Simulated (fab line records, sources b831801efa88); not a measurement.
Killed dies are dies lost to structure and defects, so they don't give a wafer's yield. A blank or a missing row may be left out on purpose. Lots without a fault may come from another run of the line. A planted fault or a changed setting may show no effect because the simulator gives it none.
Which tool did it? | flow sky130 | 14 lots, 42 wafers sampled, at 2 steps of a route of 708

WHAT THE GAUGES READ, wafer by wafer
SKY_VIA4_THK_MEAS_01.
lot  | measured     | on            | VIA4_HDPCVD_THK (nm)
L535 | day 41 18:20 | film_metro-04 | 1735 1729 1756
L536 | day 42 03:38 | film_metro-04 | 1757 1756 1768
L538 | day 43 05:35 | film_metro-04 | 1760 1762 1743
L539 | day 43 11:37 | film_metro-02 | 1754 1747 1735
L542 | day 43 14:19 | film_metro-01 | 1731 1745 1734
L543 | day 44 06:06 | film_metro-01 | 1744 1748 1754
L546 | day 44 17:07 | film_metro-01 | 1749 1744 1726
L545 | day 44 18:20 | film_metro-04 | 1749 1745 1710
L549 | day 46 11:15 | film_metro-04 | 1693 1710 1718
L553 | day 46 14:26 | film_metro-01 | 1718 1713 1738
L554 | day 46 14:47 | film_metro-02 | 1745 1731 1765
L556 | day 47 07:07 | film_metro-02 | 1739 1740 1746
L557 | day 47 11:37 | film_metro-01 | 1756 1783 1779
L558 | day 47 13:48 | film_metro-01 | 1749 1723 1765

SKY_VIA4_THK_MEAS_20: measures by xrf.
lot  | measured     | on            | VIA4_W_THK (nm)
L535 | day 42 18:32 | film_metro-01 | 514 517 508
L536 | day 43 04:01 | film_metro-01 | 507 514 516
L538 | day 44 05:13 | film_metro-02 | 504 511 510
L539 | day 44 10:26 | film_metro-02 | 517 514 508
L542 | day 44 14:32 | film_metro-01 | 525 526 527
L543 | day 45 04:41 | film_metro-01 | 512 511 518
L546 | day 45 14:57 | film_metro-01 | 503 500 507
L545 | day 45 16:23 | film_metro-02 | 512 523 517
L549 | day 47 09:41 | film_metro-02 | 510 499 505
L553 | day 47 12:21 | film_metro-01 | 514 506 501
L554 | day 47 12:16 | film_metro-04 | 520 514 518
L556 | day 48 03:35 | film_metro-01 | 520 513 510
L557 | day 48 08:43 | film_metro-01 | 509 503 511
L558 | day 48 10:23 | film_metro-02 | 512 507 518

WHICH TOOL RAN EACH LOT (tool, then ch and the chambers of the sampled wafers, then the start)
The record holds no process step before these readings.

WHAT THE TOOLS THEMSELVES READ (means of the sampled wafers that have a number; where no wafer has one, the mark that the record gives instead)
The record holds no such reading with a usual standard deviation.

THE ANSWER, worked out from the rows above alone
Rule: what is usual is taken from the lots themselves. Put in order of their means at a reading, lots are off if they are a third of the lots or fewer, leave a main group of 4 or more, and stand apart from it by a gap of 3 or more times the standard deviation of the main group's means; of several such gaps the widest counts. A main group whose means are all the same, to the digits that the tables above print for the reading, isn't used. A lot without any number at a reading at which 4 lots or more have one is off too. The other lots that the step has rows for count as sound. The gauges are gone through in route order, then the tools' own readings, and for those a lot's mean is taken as printed above. The first step at which some lot is off is used, and at that step the reading that is off furthest; a lot without a number counts as furthest.
No lot is off at any reading shown: from this, nothing can be told.

WHAT THE SIMULATOR HAD PUT IN
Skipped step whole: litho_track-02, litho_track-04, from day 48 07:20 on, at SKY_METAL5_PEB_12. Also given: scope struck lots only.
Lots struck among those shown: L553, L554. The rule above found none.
